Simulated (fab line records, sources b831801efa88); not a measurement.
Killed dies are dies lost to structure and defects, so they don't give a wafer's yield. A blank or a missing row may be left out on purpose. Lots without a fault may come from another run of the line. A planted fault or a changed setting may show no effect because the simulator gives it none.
fab line records | flow gf180mcu
record lots=5 wafers=15 last_day=34
route steps=602 shown V2@382 M3@409
lots that met no fault: from a run of the same line without faults
start_h: hours from the record's first day to the start of the lot's first wafer shown | wait_h: hours since the lot's step before | " the same as in the row above | L1.1+2: a row that stands for several wafers | - no value, or no start given | * or withheld: withheld | < > ~ a bound
route shown NAME@n: a module of which the file shows steps, and the number in the route of the first | usual: mean/standard deviation of fault-free wafers | same: alike in all rows | chamber/n: place in a boat | sites: the reading at each site | _std_site: their standard deviation | _edge_site: outer sites' mean less inner sites' | radius_mm: how far each site lies from the wafer's centre | mask NAME#n: copy n | behind: the tool/chamber that last shaped the wafer | hold: why the lot was held/for how many hours/how that ended | device: the transistor (n, p or np) that didn't switch | end of line: the same wafers' tests at the end of the route | a step without rows: its recipe alone | killed: dies lost to structure and defects at the first sort, not the wafer's yield | map: a wafer's dies, x killed, . not, _ none there
set.NAME: the setting as run; set.NAME@STEP: as run at that earlier step | model.NAME: the simulator's own value behind a step, which no gauge read
lots at some steps of the route; a table a step, a row a wafer
services: from which hour (start_h, from the record's first day; less than 0 if before it) a tool's chamber was out of use, for how many hours, and why
## steps
# step GF_V2_CVD_00
# recipe material=SiO2 target_thk_nm=600 sigma_open_frac=0.3 temp_c=400 time_s=100 sih4_flow_sccm=60 pressure_mtorr=6
# columns lot.wafer tool chamber start_h wait_h
L074.1+3+4 hdpcvd-02 0,2,0 442.85 0.0
L078.1+2+3 hdpcvd-02 2,1,0 472.75 0.0
L082.1+2+3 hdpcvd-02 1,0,2 512.45 0.0
L094.2+3+5 hdpcvd-02 0,1,1 603.82 0.0
L095.1+3+5 hdpcvd-02 2,0,2 613.02 0.0
# step GF_V2_THK_MEAS_01
# recipe reads=SiO2_of_V2_CVD_00
# usual V2_CVD_00_THK=600/4.7
# columns lot.wafer tool chamber start_h wait_h V2_CVD_00_THK[nm]
L074.1 film_metro-03 - 442.93 0.0 594
L074.3 " - " " 602
L074.4 " - " " 597
L078.1 film_metro-02 - 472.82 0.0 607
L078.2 " - " " 608
L078.3 " - " " 602
L082.1 film_metro-02 - 512.52 0.0 603
L082.2 " - " " 603
L082.3 " - " " 602
L094.2 film_metro-02 - 603.90 0.0 601
L094.3 " - " " 608
L094.5 " - " " 598
L095.1 film_metro-02 - 613.09 0.0 596
L095.3 " - " " 603
L095.5 " - " " 596
# step GF_V2_CVD_02
# recipe material=SiO2 target_thk_nm=850 precursor=TEOS temp_c=400 time_s=94.851 rf_w=600
# usual heater_power_w=645/130
# columns lot.wafer tool chamber start_h wait_h heater_power_w since_wet_clean_h
L074.1 pecvd-01 1 442.99 0.1 754 268
L074.3 " 2 " " 743 268
L074.4 " 0 " " 641 -
L078.1 pecvd-04 0 472.88 0.1 709 507
L078.2 " 2 " " 534 507
L078.3 " 1 " " 508 507
L082.1 pecvd-04 1 512.58 0.1 492 546
L082.2 " 2 " " 658 546
L082.3 " 0 " " 754 546
L094.2 pecvd-01 1 603.95 0.0 849 429
L094.3 " 2 " " 715 429
L094.5 " 1 " " 884 -
L095.1 pecvd-01 0 613.15 0.1 633 439
L095.3 " 1 " " 866 439
L095.5 " 0 " " 684 -
# step GF_V2_THK_MEAS_03
# recipe reads=SiO2_of_V2_CVD_02
# usual V2_CVD_02_THK=850/11
# columns lot.wafer tool chamber start_h wait_h V2_CVD_02_THK[nm]
L074.1 film_metro-01 - 443.06 0.0 847
L074.3 " - " " 852
L074.4 " - " " 859
L078.1 film_metro-01 - 472.95 0.0 852
L078.2 " - " " 845
L078.3 " - " " 857
L082.1 film_metro-03 - 512.65 0.0 840
L082.2 " - " " 843
L082.3 " - " " 843
L094.2 film_metro-01 - 604.03 0.0 861
L094.3 " - " " 853
L094.5 " - " " 872
L095.1 film_metro-01 - 613.22 0.0 832
L095.3 " - " " 847
L095.5 " - " " 859
# step GF_V2_CMP_04
# recipe material=SiO2 down_force_psi=4 platen_rpm=60 pad_velocity_m_s=0.94248
# usual motor_current_A=11.5/1.1 retaining_ring_pressure_frac=1.000/0.0047 time_to_endpoint_s=80/5.5
# columns lot.wafer tool chamber start_h wait_h motor_current_A retaining_ring_pressure_frac time_to_endpoint_s
L074.4 cmp-01 3 443.12 0.0 10.0 0.997 80
L074.1 " 1 " " 12.3 0.996 81
L074.3 " 2 " " 12.5 0.999 81
L078.3 cmp-01 0 473.01 0.0 11.0 1.005 86
L078.2 " 1 " " 11.6 1.002 78
L078.1 " 2 " " 12.4 1.005 81
L082.1 cmp-02 3 512.71 0.1 12.3 1.001 81
L082.3 " 1 " " 11.5 1.000 79
L082.2 " 2 " " 12.3 1.009 81
L094.3 cmp-01 3 604.18 0.1 10.2 0.996 82
L094.2 " 0 " " 10.7 1.000 92
L094.5 " 2 " " 12.1 1.000 92
L095.3 cmp-01 2 613.28 0.0 13.3 0.998 75
L095.1 " 1 " " 12.4 1.004 68
L095.5 " 2 " " 12.9 1.001 81
# step GF_V2_BOW_MEAS_05
# recipe mode=bow
# usual V2_BOW=98/8.9
# columns lot.wafer tool chamber start_h wait_h V2_BOW[um]
L074.1 film_metro-01 - 443.42 0.1 89
L074.3 " - " " 100
L074.4 " - " " 101
L078.1 film_metro-01 - 473.31 0.1 89
L078.2 " - " " 98
L078.3 " - " " 85
L082.1 film_metro-03 - 513.01 0.2 85
L082.2 " - " " 92
L082.3 " - " " 95
L094.2 film_metro-01 - 604.40 0.1 110
L094.3 " - " " 107
L094.5 " - " " 100
L095.1 film_metro-01 - 613.58 0.1 97
L095.3 " - " " 96
L095.5 " - " " 93
# step GF_V2_DEHYDRATE_06
# recipe temp_c=200 time_s=60
# columns lot.wafer tool chamber start_h wait_h
L074.1+3+4 litho_track-01 0 455.24 11.8
L078.1+2+3 litho_track-02 0 484.60 11.3
L082.1+2+3 litho_track-02 0 523.90 10.9
L094.2+3+5 litho_track-02 0 614.27 9.8
L095.1+3+5 litho_track-02 0 623.60 10.0
# step GF_V2_HMDS_07
# recipe prime_time_s=60 prime_temp_c=120
# columns lot.wafer tool chamber start_h wait_h
L074.1+3+4 litho_track-01 0 455.39 0.1
L078.1+2+3 litho_track-02 0 484.75 0.1
L082.1+2+3 litho_track-02 0 524.05 0.1
L094.2+3+5 litho_track-02 0 614.42 0.1
L095.1+3+5 litho_track-02 0 623.75 0.1
# step GF_V2_COAT_08
# recipe resist=BARC temp_c=withheld time_s=withheld spin_rpm=withheld resist_thk_nm=withheld
# columns lot.wafer tool chamber start_h wait_h
L074.1+3+4 litho_track-01 0 455.54 0.1
L078.1+2+3 litho_track-02 0 484.90 0.1
L082.1+2+3 litho_track-02 0 524.20 0.1
L094.2+3+5 litho_track-02 0 614.57 0.1
L095.1+3+5 litho_track-02 0 623.90 0.1
# step GF_V2_COAT_09
# recipe resist=KrF spin_rpm=withheld resist_thk_nm=1000
# columns lot.wafer tool chamber start_h wait_h
L074.1+3+4 litho_track-01 0 - -
L078.1+2+3 litho_track-02 0 - -
L082.1+2+3 litho_track-02 0 - -
L094.2+3+5 litho_track-02 0 - -
L095.1+3+5 litho_track-02 0 - -
# step GF_V2_SOFTBAKE_10
# recipe temp_c=130 time_s=60 resist=KrF
# columns lot.wafer tool chamber start_h wait_h
L074.1+3+4 litho_track-01 0 - -
L078.1+2+3 litho_track-02 0 - -
L082.1+2+3 litho_track-02 0 - -
L094.2+3+5 litho_track-02 0 - -
L095.1+3+5 litho_track-02 0 - -
# step GF_V2_EXPOSE_11
# recipe mask_id=Via2 target_cd_nm=260 na=0.68 source_shape=conventional sigma_outer=0.6 dose_mj=38
# columns lot.wafer tool chamber start_h wait_h mask
L074.1+3+4 krf_scanner-02 0 - - Via2#0
L078.1+2+3 krf_scanner-02 0 - - Via2#0
L082.1+2+3 krf_scanner-02 0 - - Via2#0
L094.2+3+5 krf_scanner-01 0 - - Via2#0
L095.1+3+5 krf_scanner-01 0 - - Via2#0
# step GF_V2_PEB_12
# recipe peb_temp_c=135 peb_time_s=90 resist=KrF
# columns lot.wafer tool chamber start_h wait_h
L074.1+3+4 litho_track-01 0 - -
L078.1+2+3 litho_track-02 0 - -
L082.1+2+3 litho_track-04 0 - -
L094.2+3+5 litho_track-04 0 - -
L095.1+3+5 litho_track-02 0 - -
# step GF_V2_DEVELOP_13
# recipe develop_time_s=60 resist=KrF dev_temp_c=21
# usual developer_temp_C=21.00/0.1
# columns lot.wafer tool chamber start_h wait_h developer_temp_C
L074.1 litho_track-01 0 467.54 0.2 21.02
L074.3 " 0 " " 21.19
L074.4 " 0 " " 21.12
L078.1 litho_track-02 0 496.95 0.2 21.04
L078.2 " 0 " " 20.94
L078.3 " 0 " " 20.94
L082.1 litho_track-04 0 535.63 0.2 20.95
L082.2 " 0 " " 21.07
L082.3 " 0 " " 20.86
L094.2 litho_track-04 0 625.35 0.2 20.93
L094.3 " 0 " " 21.00
L094.5 " 0 " " 21.01
L095.1 litho_track-02 0 634.35 0.2 21.06
L095.3 " 0 " " 20.88
L095.5 " 0 " " 20.86
# step GF_V2_CD_MEAS_14
# recipe target_cd_nm=260
# usual cd_nm=260.2/1.3
# columns lot.wafer tool chamber start_h wait_h cd_nm
L074.1 cd_sem-01 - 467.69 0.1 261.4
L074.3 " - " " 262.8
L074.4 " - " " 261.1
L078.1 cd_sem-02 - 497.10 0.1 260.4
L078.2 " - " " 260.9
L078.3 " - " " 261.3
L082.1 cd_sem-01 - 535.78 0.1 259.4
L082.2 " - " " 260.6
L082.3 " - " " 259.2
L094.2 cd_sem-01 - 625.50 0.1 256.9
L094.3 " - " " 258.7
L094.5 " - " " 258.1
L095.1 cd_sem-01 - 634.50 0.1 260.1
L095.3 " - " " 260.6
L095.5 " - " " 260.4
# step GF_V2_OVL_MEAS_15
# usual V2_OVL=0/4.7
# columns lot.wafer tool chamber start_h wait_h V2_OVL[nm]
L074.1 overlay-02 - 467.81 0.1 7
L074.3 " - " " 7
L074.4 " - " " 5
L078.1 overlay-02 - 497.22 0.1 -1
L078.2 " - " " -6
L078.3 " - " " -1
L082.1 overlay-02 - 535.90 0.1 -11
L082.2 " - " " -9
L082.3 " - " " -10
L094.2 overlay-02 - 625.60 0.1 3
L094.3 " - " " 1
L094.5 " - " " 1
L095.1 overlay-01 - 634.62 0.1 0
L095.3 " - " " 1
L095.5 " - " " -5
# step GF_V2_ETCH_16
# recipe chemistry=N2/H2 target_depth_a=withheld overetch_a=withheld time_s=withheld target=BARC ion_energy_ev=200 source_w=500 bias_w=100 pressure_mtorr=30 n2_flow_sccm=100 h2_flow_sccm=200
# usual drypump_motor_current_A=5.4/0.38 oes_product_au=0.854/0.0049 throttle_valve_pct=13.224/0.0098
# columns lot.wafer tool chamber start_h wait_h drypump_motor_current_A oes_product_au throttle_valve_pct
L074.1 rie_diel-04 1 467.85 0.0 5.6 0.849 13.222
L074.3 " 3 " " 5.8 0.849 13.246
L074.4 " 0 " " 4.9 0.852 13.246
L078.1 rie_diel-02 2 497.25 0.0 6.0 0.856 13.225
L078.2 " 0 " " 5.3 0.854 13.227
L078.3 " 1 " " 5.8 0.857 13.231
L082.1 rie_diel-02 1 535.93 0.0 5.8 0.848 13.218
L082.2 " 3 " " 5.1 0.857 13.215
L082.3 " 2 " " 6.0 0.844 13.243
L094.2 rie_diel-03 0 625.63 0.0 5.5 0.852 13.222
L094.3 " 2 " " 4.8 0.854 13.227
L094.5 " 0 " " 5.5 0.849 13.232
L095.1 rie_diel-04 3 634.65 0.0 5.8 0.850 13.223
L095.3 " 1 " " 5.6 0.859 13.222
L095.5 " 0 " " 4.9 0.857 13.244
# step GF_V2_ETCH_17
# recipe chemistry=C4F8/O2/Ar mask_material=KrF target=SiO2 stop_on=TiN source_w=1500 bias_w=1200 pressure_mtorr=40 c4f8_flow_sccm=withheld O2_flow_sccm=6 Ar_flow_sccm=300 time_s=withheld target_depth_a=6300
# usual oes_product_au=0.855/0.0045
# columns lot.wafer tool chamber start_h wait_h oes_product_au
L074.1 rie_diel-04 1 - - 0.856
L074.3 " 3 " " 0.863
L074.4 " 0 " " 0.856
L078.1 rie_diel-02 2 - - 0.860
L078.2 " 0 " " 0.854
L078.3 " 1 " " 0.860
L082.1 rie_diel-02 1 - - 0.859
L082.2 " 3 " " 0.856
L082.3 " 2 " " 0.856
L094.2 rie_diel-03 0 - - 0.865
L094.3 " 2 " " 0.860
L094.5 " 0 " " 0.849
L095.1 rie_diel-04 3 - - 0.854
L095.3 " 1 " " 0.851
L095.5 " 0 " " 0.850
# step GF_V2_STRIP_18
# recipe chemistry=O2/N2 power_w=1400 pressure_mtorr=1500 platen_temp_c=250 o2_flow_sccm=3000 n2_flow_sccm=300 overash_fraction=0.5
# usual drypump_motor_current_A=5.3/0.46 heater_power_w=354/36 o2_flow_sccm=2999/8.5 oes_product_au=0.593/0.0048
# columns lot.wafer tool chamber start_h wait_h drypump_motor_current_A heater_power_w o2_flow_sccm oes_product_au rf_hours_counter_h
L074.1 plasma_asher-04 1 467.97 - 5.1 374 2994 0.589 67
L074.3 " 1 " " 5.1 370 3001 0.589 -
L074.4 " 0 " " 4.9 334 3004 0.590 -
L078.1 plasma_asher-02 0 497.38 - 6.6 366 3009 0.595 44
L078.2 " 1 " " 5.7 343 2996 0.587 44
L078.3 " 1 " " 5.7 337 2996 0.594 -
L082.1 plasma_asher-04 0 536.06 - 4.9 335 3001 0.586 75
L082.2 " 1 " " 5.0 376 3008 0.600 75
L082.3 " 0 " " 4.9 337 2990 0.600 -
L094.2 plasma_asher-01 1 625.76 - 5.4 421 3004 0.601 20
L094.3 " 1 " " 5.4 388 3020 0.593 -
L094.5 " 1 " " 5.4 410 3013 0.598 -
L095.1 plasma_asher-01 0 634.78 - 5.1 301 2982 0.592 21
L095.3 " 1 " " 5.4 420 2989 0.593 -
L095.5 " 0 " " 5.2 297 2994 0.591 -
# step GF_V2_STRIP_19
# recipe chemistry=post_etch_residue_remover time_s=1200 temp_c=72.5
# usual temp_c=72.51/0.13
# columns lot.wafer tool chamber start_h wait_h temp_c
L074.1 wet_bench-03 2 468.07 0.1 72.49
L074.3 " 2 " " 72.48
L074.4 " 2 " " 72.49
L078.1 wet_bench-01 3 497.48 0.1 72.51
L078.2 " 3 " " 72.43
L078.3 " 3 " " 72.72
L082.1 wet_bench-01 1 536.16 0.1 72.53
L082.2 " 1 " " 72.39
L082.3 " 1 " " 72.56
L094.2 wet_bench-03 1 625.86 0.1 72.71
L094.3 " 1 " " 72.70
L094.5 " 1 " " 72.77
L095.1 wet_bench-04 1 634.88 0.1 72.46
L095.3 " 1 " " 72.73
L095.5 " 1 " " 72.28
# step GF_V2_CLEAN_20
# recipe chemistry=DIW dry=n2_spin
# columns lot.wafer tool chamber start_h wait_h
L074.1+3+4 wet_bench-01 2 468.42 0.0
L078.1+2+3 wet_bench-03 2 497.85 0.0
L082.1+2+3 wet_bench-04 0 536.85 0.0
L094.2+3+5 wet_bench-01 2 626.20 0.0
L095.1+3+5 wet_bench-03 0 635.22 0.0
# step GF_V2_SPUTTER_21
# recipe material=Ti target_thk_nm=15 chamber_pressure_pa=5 power_w=2500 substrate_temp_c=200 time_s=80.02
# usual throttle_valve_pct=30.2/0.56
# columns lot.wafer tool chamber start_h wait_h throttle_valve_pct
L074.1 pvd_sputter-01 - 468.52 0.0 29.9
L074.3 " - " " 30.0
L074.4 " - " " 30.3
L078.1 pvd_sputter-01 - 497.95 0.0 30.2
L078.2 " - " " 30.0
L078.3 " - " " 31.1
L082.1 pvd_sputter-03 - 536.94 0.0 30.5
L082.2 " - " " 28.5
L082.3 " - " " 30.4
L094.2 pvd_sputter-01 - 626.29 0.0 29.9
L094.3 " - " " 30.1
L094.5 " - " " 29.8
L095.1 pvd_sputter-01 - 635.31 0.0 31.2
L095.3 " - " " 30.1
L095.5 " - " " 31.0
# step GF_V2_SPUTTER_22
# recipe material=TiN target_thk_nm=10 chamber_pressure_pa=5 power_w=4000 time_s=40
# usual throttle_valve_pct=30.2/0.58
# columns lot.wafer tool chamber start_h wait_h throttle_valve_pct
L074.1 pvd_sputter-01 - 468.58 0.0 30.0
L074.3 " - " " 29.8
L074.4 " - " " 30.4
L078.1 pvd_sputter-01 - 498.02 0.0 30.4
L078.2 " - " " 29.8
L078.3 " - " " 30.6
L082.1 pvd_sputter-03 - 537.00 0.0 30.2
L082.2 " - " " 28.6
L082.3 " - " " 30.3
L094.2 pvd_sputter-01 - 626.42 0.1 29.8
L094.3 " - " " 30.1
L094.5 " - " " 29.9
L095.1 pvd_sputter-01 - 635.37 0.0 31.0
L095.3 " - " " 30.2
L095.5 " - " " 31.1
# step GF_V2_CVD_23
# recipe material=W target_thk_nm=350 time_s=104.94 temp_c=400 pressure_torr=40
# usual heater_power_w=758/61
# columns lot.wafer tool chamber start_h wait_h heater_power_w since_wet_clean_h
L074.1 cvd_w-01 0 468.62 0.0 698 565
L074.3 " 1 " " 720 -
L074.4 " 0 " " 693 -
L078.1 cvd_w-01 1 498.05 0.0 706 594
L078.2 " 0 " " 689 594
L078.3 " 1 " " 694 -
L082.1 cvd_w-01 1 537.04 0.0 720 633
L082.2 " 0 " " 680 633
L082.3 " 1 " " 693 -
L094.2 cvd_w-01 1 626.49 0.0 704 723
L094.3 " 1 " " 728 -
L094.5 " 0 " " 670 -
L095.1 cvd_w-02 1 635.41 0.0 780 231
L095.3 " 0 " " 822 -
L095.5 " 1 " " 777 -
# step GF_V2_RS_MEAS_24
# recipe thk_meas_gauge=four-point-probe reads=W_of_V2_CVD_23+TiN_of_V2_SPUTTER_22+Ti_of_V2_SPUTTER_21
# usual V2_W_RS=0.326/0.0031
# columns lot.wafer tool chamber start_h wait_h V2_W_RS[ohm/sq]
L074.1 film_metro-02 - 468.73 0.1 0.321
L074.3 " - " " 0.322
L074.4 " - " " 0.323
L078.1 film_metro-02 - 498.17 0.1 0.322
L078.2 " - " " 0.324
L078.3 " - " " 0.323
L082.1 film_metro-03 - 537.15 0.1 0.326
L082.2 " - " " 0.327
L082.3 " - " " 0.325
L094.2 film_metro-01 - 626.63 0.1 0.329
L094.3 " - " " 0.329
L094.5 " - " " 0.324
L095.1 film_metro-03 - 635.53 0.1 0.321
L095.3 " - " " 0.318
L095.5 " - " " 0.322
# step GF_V2_THK_MEAS_25
# recipe thk_meas_gauge=xrf reads=W_of_V2_CVD_23
# usual V2_W_THK=365/4.4
# columns lot.wafer tool chamber start_h wait_h V2_W_THK[nm]
L074.1 film_metro-02 - 468.85 0.1 364
L074.3 " - " " 364
L074.4 " - " " 362
L078.1 film_metro-02 - 498.29 0.1 364
L078.2 " - " " 358
L078.3 " - " " 362
L082.1 film_metro-03 - 537.27 0.1 364
L082.2 " - " " 364
L082.3 " - " " 366
L094.2 film_metro-01 - 626.74 0.1 364
L094.3 " - " " 365
L094.5 " - " " 371
L095.1 film_metro-03 - 635.65 0.1 371
L095.3 " - " " 374
L095.5 " - " " 371
# step GF_V2_CMP_26
# recipe stop_on=SiO2 down_force_psi=3.5 platen_rpm=60 t_overpolish_s=15 target_thk_nm=0 pad_velocity_m_s=0.94248
# usual motor_current_A=10.7/0.93 overpolish_run_s=14.999/0.0098 retaining_ring_pressure_frac=1.000/0.0043 time_to_endpoint_s=85/3.1
# columns lot.wafer tool chamber start_h wait_h motor_current_A overpolish_run_s retaining_ring_pressure_frac time_to_endpoint_s
L074.3 cmp-02 3 468.91 0.0 11.0 14.981 0.996 83
L074.4 " 1 " " 10.7 15.006 0.999 81
L074.1 " 2 " " 11.9 15.000 1.003 84
L078.2 cmp-02 3 498.35 0.0 10.7 14.999 1.008 83
L078.3 " 0 " " 10.3 15.007 1.007 88
L078.1 " 1 " " 10.2 15.009 0.996 86
L082.2 cmp-01 1 537.33 0.0 10.5 15.000 1.000 85
L082.3 " 2 " " 11.0 14.982 0.994 85
L082.1 " 0 " " 9.9 15.010 0.998 92
L094.2 cmp-01 3 626.84 0.1 9.5 15.003 0.992 79
L094.3 " 1 " " 10.9 14.991 0.997 78
L094.5 " 3 " " 9.4 15.008 0.996 79
L095.3 cmp-01 3 635.71 0.0 10.1 15.004 1.000 84
L095.1 " 2 " " 11.2 14.984 1.000 82
L095.5 " 0 " " 10.0 14.995 0.998 85
# step GF_M3_SPUTTER_00
# recipe material=Ti target_thk_nm=37.5 arriving_ion_energy_ev=80 substrate_temp_c=200 chamber_pressure_pa=2 power_w=4000 time_s=150
# usual throttle_valve_pct=30.1/1
# columns lot.wafer tool chamber start_h wait_h throttle_valve_pct
L074.1 pvd_sputter-04 - 469.21 0.1 30.4
L074.3 " - " " 27.8
L074.4 " - " " 31.0
L078.1 pvd_sputter-03 - 498.65 0.1 30.5
L078.2 " - " " 28.6
L078.3 " - " " 30.1
L082.1 pvd_sputter-04 - 537.63 0.1 30.4
L082.2 " - " " 27.7
L082.3 " - " " 31.1
L094.2 pvd_sputter-01 - 627.09 0.2 30.3
L094.3 " - " " 30.3
L094.5 " - " " 29.8
L095.1 pvd_sputter-03 - 636.01 0.1 30.2
L095.3 " - " " 30.6
L095.5 " - " " 30.6
# step GF_M3_SPUTTER_01
# recipe material=TiN target_thk_nm=30 power_w=6500 time_s=25 chamber_pressure_pa=0.4
# usual throttle_valve_pct=30.1/1.1
# columns lot.wafer tool chamber start_h wait_h throttle_valve_pct
L074.1 pvd_sputter-04 - 469.31 0.1 30.5
L074.3 " - " " 27.7
L074.4 " - " " 31.1
L078.1 pvd_sputter-03 - 498.75 0.1 30.3
L078.2 " - " " 28.5
L078.3 " - " " 30.2
L082.1 pvd_sputter-04 - 537.73 0.1 30.6
L082.2 " - " " 27.6
L082.3 " - " " 31.1
L094.2 pvd_sputter-01 - 627.29 0.1 29.8
L094.3 " - " " 30.4
L094.5 " - " " 29.8
L095.1 pvd_sputter-03 - 636.11 0.1 30.2
L095.3 " - " " 30.8
L095.5 " - " " 30.4
# step GF_M3_SPUTTER_02
# recipe material=AlCu target_thk_nm=450 power_w=10600 time_s=23.9 chamber_pressure_pa=0.4
# usual throttle_valve_pct=30.1/1.1
# columns lot.wafer tool chamber start_h wait_h throttle_valve_pct
L074.1 pvd_sputter-04 - 469.34 0.0 30.8
L074.3 " - " " 27.5
L074.4 " - " " 31.2
L078.1 pvd_sputter-03 - 498.78 0.0 30.2
L078.2 " - " " 28.6
L078.3 " - " " 30.3
L082.1 pvd_sputter-04 - 537.76 0.0 30.5
L082.2 " - " " 27.4
L082.3 " - " " 31.1
L094.2 pvd_sputter-01 - 627.35 0.0 30.0
L094.3 " - " " 30.3
L094.5 " - " " 30.1
L095.1 pvd_sputter-03 - 636.14 0.0 30.2
L095.3 " - " " 30.4
L095.5 " - " " 30.6
# step GF_M3_SPUTTER_03
# recipe material=Ti target_thk_nm=10 substrate_temp_c=300 chamber_pressure_pa=0.3 power_w=3000 time_s=6.7
# usual throttle_valve_pct=30.1/1
# columns lot.wafer tool chamber start_h wait_h throttle_valve_pct
L074.1 pvd_sputter-04 - 469.37 0.0 30.6
L074.3 " - " " 27.8
L074.4 " - " " 31.0
L078.1 pvd_sputter-03 - 498.81 0.0 30.2
L078.2 " - " " 28.9
L078.3 " - " " 30.1
L082.1 pvd_sputter-04 - 537.79 0.0 30.3
L082.2 " - " " 27.7
L082.3 " - " " 31.0
L094.2 pvd_sputter-01 - 627.41 0.0 30.1
L094.3 " - " " 30.3
L094.5 " - " " 29.9
L095.1 pvd_sputter-03 - 636.17 0.0 30.5
L095.3 " - " " 30.3
L095.5 " - " " 30.7
# step GF_M3_SPUTTER_04
# recipe material=TiN target_thk_nm=50 power_w=6500 time_s=41.7 chamber_pressure_pa=0.4
# usual throttle_valve_pct=30.1/1
# columns lot.wafer tool chamber start_h wait_h throttle_valve_pct
L074.1 pvd_sputter-04 - 469.39 0.0 30.5
L074.3 " - " " 27.8
L074.4 " - " " 31.2
L078.1 pvd_sputter-03 - 498.83 0.0 30.6
L078.2 " - " " 28.8
L078.3 " - " " 30.3
L082.1 pvd_sputter-04 - 537.81 0.0 30.6
L082.2 " - " " 27.3
L082.3 " - " " 30.7
L094.2 pvd_sputter-01 - 627.45 0.0 30.0
L094.3 " - " " 30.3
L094.5 " - " " 30.2
L095.1 pvd_sputter-03 - 636.19 0.0 30.0
L095.3 " - " " 30.5
L095.5 " - " " 30.7
# step GF_M3_RS_MEAS_05
# recipe thk_meas_gauge=four-point-probe reads=TiN_of_M3_SPUTTER_04+Ti_of_M3_SPUTTER_03+AlCu_of_M3_SPUTTER_02+TiN_of_M3_SPUTTER_01+Ti_of_M3_SPUTTER_00
# usual M3_ALCU_RS=0.0697/0.00068
# columns lot.wafer tool chamber start_h wait_h M3_ALCU_RS[ohm/sq]
L074.1 film_metro-04 - 469.43 0.0 0.0684
L074.3 " - " " 0.0692
L074.4 " - " " 0.0687
L078.1 film_metro-04 - 498.87 0.0 0.0701
L078.2 " - " " 0.0704
L078.3 " - " " 0.0695
L082.1 film_metro-03 - 537.85 0.0 0.0696
L082.2 " - " " 0.0696
L082.3 " - " " 0.0696
L094.2 film_metro-04 - 627.55 0.1 0.0698
L094.3 " - " " 0.0698
L094.5 " - " " 0.0698
L095.1 film_metro-03 - 636.23 0.0 0.0700
L095.3 " - " " 0.0702
L095.5 " - " " 0.0703
# step GF_M3_THK_MEAS_06
# recipe thk_meas_gauge=xrf reads=AlCu_of_M3_SPUTTER_02
# usual M3_ALCU_THK=439/4.4
# columns lot.wafer tool chamber start_h wait_h M3_ALCU_THK[nm]
L074.1 film_metro-04 - 469.55 0.1 445
L074.3 " - " " 440
L074.4 " - " " 444
L078.1 film_metro-04 - 498.99 0.1 440
L078.2 " - " " 438
L078.3 " - " " 441
L082.1 film_metro-03 - 537.97 0.1 440
L082.2 " - " " 439
L082.3 " - " " 440
L094.2 film_metro-04 - 627.66 0.1 442
L094.3 " - " " 442
L094.5 " - " " 441
L095.1 film_metro-03 - 636.35 0.1 437
L095.3 " - " " 436
L095.5 " - " " 437
# step GF_M3_DEHYDRATE_07
# recipe temp_c=200 time_s=60
# columns lot.wafer tool chamber start_h wait_h
L074.1+3+4 litho_track-03 0 481.24 11.7
L078.1+2+3 litho_track-02 0 510.35 11.3
L082.1+2+3 litho_track-02 0 549.10 11.1
L094.2+3+5 litho_track-03 0 636.46 8.8
L095.1+3+5 litho_track-01 0 645.69 9.3
# step GF_M3_HMDS_08
# recipe prime_time_s=60 prime_temp_c=120
# columns lot.wafer tool chamber start_h wait_h
L074.1+3+4 litho_track-03 0 481.39 0.1
L078.1+2+3 litho_track-02 0 510.50 0.1
L082.1+2+3 litho_track-02 0 549.25 0.1
L094.2+3+5 litho_track-03 0 636.61 0.1
L095.1+3+5 litho_track-01 0 645.84 0.1
# step GF_M3_COAT_09
# recipe resist=KrF spin_rpm=withheld resist_thk_nm=1000
# columns lot.wafer tool chamber start_h wait_h
L074.1+3+4 litho_track-03 0 481.54 0.1
L078.1+2+3 litho_track-02 0 510.65 0.1
L082.1+2+3 litho_track-02 0 549.40 0.1
L094.2+3+5 litho_track-03 0 636.76 0.1
L095.1+3+5 litho_track-01 0 645.99 0.1
# step GF_M3_SOFTBAKE_10
# recipe temp_c=130 time_s=60 resist=KrF
# columns lot.wafer tool chamber start_h wait_h
L074.1+3+4 litho_track-03 0 481.69 0.1
L078.1+2+3 litho_track-02 0 510.80 0.1
L082.1+2+3 litho_track-02 0 549.55 0.1
L094.2+3+5 litho_track-03 0 636.91 0.1
L095.1+3+5 litho_track-01 0 646.14 0.1
# step GF_M3_EXPOSE_11
# recipe mask_id=Metal3 target_cd_nm=280 na=0.68 source_shape=conventional sigma_outer=0.6 dose_mj=28
# columns lot.wafer tool chamber start_h wait_h mask
L074.1+3+4 krf_scanner-02 0 - - Metal3#0
L078.1+2+3 krf_scanner-01 0 - - Metal3#0
L082.1+2+3 krf_scanner-02 0 - - Metal3#0
L094.2+3+5 krf_scanner-02 0 - - Metal3#0
L095.1+3+5 krf_scanner-01 0 - - Metal3#0
# step GF_M3_PEB_12
# recipe peb_temp_c=135 peb_time_s=90 resist=KrF
# columns lot.wafer tool chamber start_h wait_h
L074.1+3+4 litho_track-01 0 - -
L078.1+2+3 litho_track-01 0 - -
L082.1+2+3 litho_track-03 0 - -
L094.2+3+5 litho_track-01 0 - -
L095.1+3+5 litho_track-01 0 - -
# step GF_M3_DEVELOP_13
# recipe develop_time_s=60 dev_temp_c=21
# usual developer_temp_C=20.98/0.1
# columns lot.wafer tool chamber start_h wait_h developer_temp_C
L074.1 litho_track-01 0 493.34 0.2 21.06
L074.3 " 0 " " 20.94
L074.4 " 0 " " 20.88
L078.1 litho_track-01 0 522.39 0.2 21.10
L078.2 " 0 " " 20.99
L078.3 " 0 " " 21.08
L082.1 litho_track-03 0 560.54 0.2 21.09
L082.2 " 0 " " 20.98
L082.3 " 0 " " 21.12
L094.2 litho_track-01 0 647.16 0.2 20.91
L094.3 " 0 " " 20.85
L094.5 " 0 " " 21.09
L095.1 litho_track-01 0 655.94 0.2 20.87
L095.3 " 0 " " 20.97
L095.5 " 0 " " 20.85
## services
# columns tool chamber start_h hours kind
cmp-01 - 427.15 5.0 pm
rie_diel-04 0 432.28 6.3 repair
krf_scanner-01 - 433.68 1.0 pm
krf_scanner-01 - 443.79 11.6 pm
cmp-01 - 455.27 1.2 repair
krf_scanner-01 - 455.34 1.3 pm
cmp-01 - 460.42 11.7 pm
wet_bench-01 - 477.91 7.3 repair
krf_scanner-01 - 486.89 1.7 repair
krf_scanner-02 - 510.95 0.8 pm
cmp-01 - 512.61 5.7 pm
krf_scanner-02 - 521.46 1.0 pm
cmp-01 - 521.73 0.3 repair
rie_diel-02 0 533.30 13.1 repair
hdpcvd-02 - 539.32 15.0 pm
cmp-01 - 541.53 2.5 repair
krf_scanner-01 - 550.18 0.8 pm
rie_diel-04 2 554.76 20.7 repair
hdpcvd-02 0 556.46 10.3 repair
cmp-01 - 574.18 4.0 pm
krf_scanner-01 - 581.17 4.0 pm
krf_scanner-02 - 585.19 1.3 pm
hdpcvd-02 - 589.42 2.8 pm
krf_scanner-02 - 595.47 0.8 repair
## key
fault none
